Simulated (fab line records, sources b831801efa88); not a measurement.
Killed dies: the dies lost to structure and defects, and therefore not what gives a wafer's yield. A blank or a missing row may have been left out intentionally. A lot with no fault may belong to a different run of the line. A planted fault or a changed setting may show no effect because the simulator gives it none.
Chamber matching :: flow sky130 :: cmp-01 running SKY_LI_CONTACT_CMP_02: 4 sister chambers
The step polishes PSG. 8 wafers are shown with their chamber, then 7 later ones without.

WAFERS, EACH WITH ITS CHAMBER
wafer: L838.3
chamber: 2
motor_current_A (A): 14.3
time_to_endpoint_s (s): 31.3

wafer: L840.4
chamber: 3
motor_current_A (A): 12.0
time_to_endpoint_s (s): 34.9

wafer: L840.5
chamber: 0
motor_current_A (A): 11.6
time_to_endpoint_s (s): 35.6

wafer: L845.2
chamber: 1
motor_current_A (A): 12.7
time_to_endpoint_s (s): 29.5

wafer: L845.4
chamber: 3
motor_current_A (A): 12.7
time_to_endpoint_s (s): 31.2

wafer: L845.6
chamber: 2
motor_current_A (A): 13.7
time_to_endpoint_s (s): 28.8

wafer: L849.1
chamber: 1
motor_current_A (A): 12.6
time_to_endpoint_s (s): 30.9

wafer: L849.4
chamber: 0
motor_current_A (A): 11.7
time_to_endpoint_s (s): 35.3

WAFERS WITHOUT THEIR CHAMBER
wafer: L849.5
motor_current_A (A): 11.9
time_to_endpoint_s (s): 33.7

wafer: L855.1
motor_current_A (A): 12.1
time_to_endpoint_s (s): 31.4

wafer: L855.3
motor_current_A (A): 12.4
time_to_endpoint_s (s): 32.2

wafer: L855.4
motor_current_A (A): 11.8
time_to_endpoint_s (s): 33.3

wafer: L856.1
motor_current_A (A): 11.6
time_to_endpoint_s (s): 32.1

wafer: L856.2
motor_current_A (A): 13.7
time_to_endpoint_s (s): 31.0

wafer: L856.5
motor_current_A (A): 12.3
time_to_endpoint_s (s): 34.5

WHICH CHAMBER EACH WENT THROUGH
wafer: L849.5
from the rows above: can't be placed: 0 or 3 or 1
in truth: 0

wafer: L855.1
from the rows above: can't be placed: 3 or 1 or 0
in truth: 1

wafer: L855.3
from the rows above: can't be placed: 3 or 1
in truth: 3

wafer: L855.4
from the rows above: can't be placed: 0 or 3 or 1
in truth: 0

wafer: L856.1
from the rows above: can't be placed: 0 or 3 or 1
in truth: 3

wafer: L856.2
from the rows above: 2
in truth: 2

wafer: L856.5
from the rows above: can't be placed: 3 or 0 or 1
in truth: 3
Correctly placed: 1 of 7. From these rows, 6 cannot be placed; in 6 the true chamber is one of the candidates. 0 placed wrongly.
How it was worked out, from the rows above alone: a wafer's distance from a chamber is the root of the sum, over the readings, of the square of ((its reading less the chamber's mean) divided by the reading's scatter). If the next closest chamber is less than 2 further off than the closest, the wafer can't be placed; otherwise it belongs to the closest. A chamber's mean is the mean of its shown wafers. How the scatter is found: for the shown wafers, subtract from each reading the mean of its chamber, square and add these, divide the total by (wafers less chambers), then take the root.
